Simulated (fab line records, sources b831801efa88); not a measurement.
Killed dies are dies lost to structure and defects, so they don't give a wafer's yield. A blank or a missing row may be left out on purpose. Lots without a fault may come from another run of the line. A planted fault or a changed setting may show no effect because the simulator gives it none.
Which tool did it? | flow sky130 | 14 lots, 42 wafers sampled, at 4 steps of a route of 708

WHAT THE GAUGES READ, wafer by wafer
SKY_SONOS_ONO_THK_MEAS_03. Usual: SONOS_ONO_CVD_02_THK 10.53 nm, standard deviation 0.15.
lot  | measured     | on            | SONOS_ONO_CVD_02_THK (nm) | flag
L543 | day 11 15:38 | film_metro-02 | 10.70 10.62 10.64         |
L544 | day 12 01:21 | film_metro-01 | 10.43 10.34 10.40         |
L547 | day 12 18:43 | film_metro-02 | 10.27 10.48 10.40         |
L548 | day 13 05:25 | film_metro-01 | 10.62 10.67 10.59         |
L549 | day 13 15:26 | film_metro-01 | 10.61 10.49 10.59         |
L550 | day 13 21:32 | film_metro-02 | 10.87 10.97 10.90         |
L551 | day 14 01:00 | film_metro-01 | 10.47 10.51 10.38         |
L553 | day 15 00:47 | film_metro-02 | 10.33 10.34 10.45         |
L555 | day 15 10:52 | film_metro-02 | 10.24 10.22 10.39         |
L556 | day 15 20:01 | film_metro-02 | 10.56 10.59 10.57         |
L559 | day 17 04:53 | film_metro-04 | 10.65 10.63 10.59         |
L560 | day 17 07:43 | film_metro-01 | 10.56 10.58 10.60         |
L561 | day 17 21:56 | film_metro-02 | 10.47 10.55 10.41         |
L562 | day 18 04:25 | film_metro-02 | 10.60 10.64 10.80         |

SKY_GATE_OXIDE_TW_MEAS_14. Usual: GATE_OXIDE_TW 223.2, standard deviation 1.8.
lot  | measured     | on            | GATE_OXIDE_TW     | flag
L543 | day 13 21:38 | film_metro-03 | 223.6 221.8 223.5 |
L544 | day 14 07:29 | film_metro-03 | 221.9 220.5 222.1 |
L547 | day 15 03:56 | film_metro-01 | 222.4 221.8 222.9 |
L548 | day 15 14:59 | film_metro-03 | 225.8 224.4 226.3 |
L549 | day 16 01:16 | film_metro-04 | 219.7 220.9 220.0 |
L550 | day 16 09:09 | film_metro-03 | 225.5 225.5 225.9 |
L551 | day 16 13:25 | film_metro-04 | 220.4 219.9 220.5 |
L553 | day 17 13:27 | film_metro-03 | 224.6 225.7 225.3 |
L555 | day 18 00:43 | film_metro-01 | 222.8 222.5 223.6 |
L556 | day 18 09:15 | film_metro-01 | 223.3 223.8 223.1 |
L559 | day 19 23:37 | film_metro-04 | 220.5 221.9 221.4 |
L560 | day 19 23:39 | film_metro-03 | 226.6 225.7 224.6 |
L561 | day 20 13:43 | film_metro-01 | 223.9 223.5 222.1 |
L562 | day 20 21:13 | film_metro-03 | 226.2 225.5 225.8 |

SKY_POLY_GATE_OVL_MEAS_14. Usual: POLY_GATE_OVL -3 nm, standard deviation 5.8.
lot  | measured     | on         | POLY_GATE_OVL (nm) | flag
L543 | day 16 12:44 | overlay-01 | 0 2 -2             |
L544 | day 16 20:30 | overlay-01 | -3 -5 3            |
L547 | day 17 19:20 | overlay-02 | -9 -9 2            |
L548 | day 18 09:20 | overlay-02 | 9 8 6              |
L549 | day 18 16:55 | overlay-02 | 0 -4 -13           |
L550 | day 19 02:50 | overlay-01 | -4 -3 4            |
L551 | day 19 06:17 | overlay-02 | -3 -2 2            |
L553 | day 20 10:44 | overlay-01 | -5 8 0             |
L555 | day 20 20:45 | overlay-02 | -15 -12 -12        |
L556 | day 21 07:06 | overlay-01 | -1 -11 -7          |
L559 | day 22 17:41 | overlay-02 | -7 -5 -9           |
L560 | day 22 18:49 | overlay-02 | -10 -3 -4          |
L561 | day 23 08:04 | overlay-02 | -3 2 2             |
L562 | day 23 17:25 | overlay-01 | -3 6 4             |

WHICH TOOL RAN EACH LOT (tool, then ch and the chambers of the sampled wafers, then the start)
lot  | SKY_RES_PROTECT_SOFTBAKE_03
L543 | litho_track-03 ch 0, day 14 14:55
L544 | litho_track-03 ch 0, day 14 23:37
L547 | litho_track-03 ch 0, day 15 21:37
L548 | litho_track-02 ch 0, day 16 08:26
L549 | litho_track-04 ch 0, day 16 18:38
L550 | litho_track-04 ch 0, day 17 02:47
L551 | litho_track-02 ch 0, day 17 08:17
L553 | litho_track-02 ch 0, day 18 07:04
L555 | litho_track-02 ch 0, day 18 20:32
L556 | litho_track-02 ch 0, day 19 06:47
L559 | litho_track-02 ch 0, day 20 17:25
L560 | litho_track-03 ch 0, day 20 17:41
L561 | litho_track-04 ch 0, day 21 08:38
L562 | litho_track-02 ch 0, day 21 18:07
- SKY_RES_PROTECT_SOFTBAKE_03: time 60 s.

WHAT THE TOOLS THEMSELVES READ (means of the sampled wafers that have a number; where no wafer has one, the mark that the record gives instead)
SKY_RES_PROTECT_SOFTBAKE_03. Usual: heater_power_total_W 56.59 W, standard deviation 0.048; plate_temp_C 90.00 C, standard deviation 0.14.
lot  | tool           | heater_power_total_W (W) | plate_temp_C (C) | flag
L543 | litho_track-03 | 56.61                    | 89.95            |
L544 | litho_track-03 | 56.54                    | 89.89            |
L547 | litho_track-03 | 56.63                    | 89.88            |
L548 | litho_track-02 | 56.61                    | 89.87            |
L549 | litho_track-04 | 56.57                    | 89.97            |
L550 | litho_track-04 | 56.62                    | 90.21            |
L551 | litho_track-02 | 56.59                    | 89.71            |
L553 | litho_track-02 | 56.58                    | 90.02            |
L555 | litho_track-02 | 56.61                    | 89.94            |
L556 | litho_track-02 | 56.57                    | 90.12            |
L559 | litho_track-02 | 55.90                    | 89.28            | OFF
L560 | litho_track-03 | 56.58                    | 89.90            |
L561 | litho_track-04 | 56.59                    | 90.07            |
L562 | litho_track-02 | 55.88                    | 89.24            | OFF

THE ANSWER, worked out from the rows above alone
Rule: a lot is off if the mean of its wafers that have a number lies more than 3 standard deviations from the usual mean. A lot without any number at a reading at which 4 lots or more have one is off too. The other lots that the step has rows for count as sound. The gauges are gone through in route order, then the tools' own readings, and for those a lot's mean is taken as printed above. The first step at which some lot is off is used, and at that step the reading that is off furthest; a lot without a number counts as furthest.
Off: L559, L562, at SKY_RES_PROTECT_SOFTBAKE_03 (heater_power_total_W).
A tool fits if, at that step or a process step before it, it ran every lot that is off, and no sound lot after the first of them. One fits: litho_track-02 at SKY_RES_PROTECT_SOFTBAKE_03. Its last sound lot is L556 (day 19 06:47), its first lot that is off L559 (day 20 17:25): a fault that began between those two fits.
The tool's own readings at SKY_RES_PROTECT_SOFTBAKE_03 bear it out: on the lots that are off they differ by more than 5 times the standard deviation of the sound lots' means. heater_power_total_W reads 55.89 W there against 56.59 W on the sound lots; plate_temp_C reads 89.26 C there against 89.96 C on the sound lots.

WHAT THE SIMULATOR HAD PUT IN
Process parameter drift: litho_track-02, from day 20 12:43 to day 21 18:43, at SKY_RES_PROTECT_SOFTBAKE_03. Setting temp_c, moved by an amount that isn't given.
Lots struck among those shown: L559, L562. The rule above found the same.
